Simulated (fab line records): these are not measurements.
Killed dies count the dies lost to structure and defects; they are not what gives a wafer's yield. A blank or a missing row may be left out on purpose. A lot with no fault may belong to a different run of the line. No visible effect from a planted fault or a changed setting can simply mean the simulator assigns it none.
What tool caused it? | flow gf180mcu | Sampling: 14 lots, 42 wafers, 3 of 602 route steps

## WHAT EACH GAUGE READ, for each wafer
GF_M4_OVL_MEAS_15. Usual: for M4_OVL the level is -2 nm and the standard deviation is 6.2.
lot  | measured     | on         | M4_OVL (nm) | flag
L773 | day 23 19:19 | overlay-01 | -10 -9 -11  |
L774 | day 24 04:37 | overlay-01 | -4 9 4      |
L777 | day 25 06:55 | overlay-01 | 2 2 1       |
L778 | day 25 19:44 | overlay-01 | -1 -2 -7    |
L786 | day 28 13:31 | overlay-01 | 2 3 2       |
L787 | day 28 13:52 | overlay-02 | -2 -3 -3    |
L788 | day 29 02:10 | overlay-02 | -3 -2 -7    |
L789 | day 29 05:10 | overlay-02 | -12 -8 -6   |
L790 | day 29 07:10 | overlay-02 | 2 -3 1      |
L791 | day 29 16:01 | overlay-02 | -6 4 -5     |
L792 | day 29 21:01 | overlay-01 | -5 -4 0     |
L793 | day 30 04:05 | overlay-02 | 3 -6 7      |
L794 | day 30 12:55 | overlay-02 | -10 -14 -17 |
L795 | day 30 14:08 | overlay-01 | 11 10 9     |

## WHICH TOOL RAN EACH LOT (tool, then ch and the chambers of the sampled wafers, then the start)
lot  | GF_M4_SPUTTER_00             | GF_M4_SPUTTER_02
L773 | pvd sputter-04, day 22 20:33 | pvd sputter-04, day 22 20:41
L774 | pvd sputter-04, day 23 05:58 | pvd sputter-04, day 23 06:05
L777 | pvd sputter-04, day 24 09:28 | pvd sputter-04, day 24 09:35
L778 | pvd sputter-04, day 24 22:03 | pvd sputter-04, day 24 22:11
L786 | pvd sputter-02, day 27 18:20 | pvd sputter-02, day 27 18:28
L787 | pvd sputter-03, day 27 18:38 | pvd sputter-03, day 27 18:46
L788 | pvd sputter-02, day 28 06:49 | pvd sputter-02, day 28 06:57
L789 | pvd sputter-03, day 28 09:07 | pvd sputter-03, day 28 09:15
L790 | pvd sputter-02, day 28 11:14 | pvd sputter-02, day 28 11:22
L791 | pvd sputter-04, day 28 20:40 | pvd sputter-04, day 28 20:47
L792 | pvd sputter-02, day 29 02:17 | pvd sputter-02, day 29 02:25
L793 | pvd sputter-02, day 29 09:51 | pvd sputter-02, day 29 09:59
L794 | pvd sputter-03, day 29 18:01 | pvd sputter-03, day 29 18:09
L795 | pvd sputter-02, day 29 20:02 | pvd sputter-02, day 29 20:10
- GF_M4_SPUTTER_00: material Ti, target thk 37.5 nm, time 150 s.
- GF_M4_SPUTTER_02: material AlCu, target thk 450 nm, time 23.9 s.

## AS READ BY THE TOOLS THEMSELVES (means over the sampled wafers that have a number; for cases with no such wafer, the mark the record gives instead)
GF_M4_SPUTTER_00. Usual: throttle valve pct 29.7 %, standard deviation 0.49.
lot  | tool           | throttle valve pct (%) | flag
L773 | pvd sputter-04 | 29.4                   |
L774 | pvd sputter-04 | 29.4                   |
L777 | pvd sputter-04 | 29.3                   |
L778 | pvd sputter-04 | 29.4                   |
L786 | pvd sputter-02 | 29.5                   |
L787 | pvd sputter-03 | 30.3                   |
L788 | pvd sputter-02 | 29.6                   |
L789 | pvd sputter-03 | 29.6                   |
L790 | pvd sputter-02 | 29.6                   |
L791 | pvd sputter-04 | 29.3                   |
L792 | pvd sputter-02 | 29.8                   |
L793 | pvd sputter-02 | 29.6                   |
L794 | pvd sputter-03 | 30.4                   |
L795 | pvd sputter-02 | 29.5                   |

GF_M4_SPUTTER_02. Usual: throttle valve pct 29.7 %, standard deviation 0.49.
lot  | tool           | throttle valve pct (%) | flag
L773 | pvd sputter-04 | 29.3                   |
L774 | pvd sputter-04 | 29.2                   |
L777 | pvd sputter-04 | 29.4                   |
L778 | pvd sputter-04 | 29.3                   |
L786 | pvd sputter-02 | 29.5                   |
L787 | pvd sputter-03 | 30.4                   |
L788 | pvd sputter-02 | 29.6                   |
L789 | pvd sputter-03 | 29.7                   |
L790 | pvd sputter-02 | 29.5                   |
L791 | pvd sputter-04 | 29.2                   |
L792 | pvd sputter-02 | 29.8                   |
L793 | pvd sputter-02 | 29.6                   |
L794 | pvd sputter-03 | 30.5                   |
L795 | pvd sputter-02 | 29.6                   |

## THE ANSWER, worked out from the rows above alone
Rule: take the mean of a lot's wafers that have a number; if it is more than 3 standard deviations from the usual mean, the lot is off. Also off: a lot with no number at a reading for which 4 or more lots have one. The other lots that the step has rows for count as sound. First the gauges in route order, then the tools' own readings, where a lot's mean is used as printed above. The first step at which some lot is off is used, and at that step the reading that is off furthest; a lot without a number counts as furthest.
None of the lots is off at any reading shown; this tells nothing.

## WHAT THE SIMULATOR HAD INSERTED
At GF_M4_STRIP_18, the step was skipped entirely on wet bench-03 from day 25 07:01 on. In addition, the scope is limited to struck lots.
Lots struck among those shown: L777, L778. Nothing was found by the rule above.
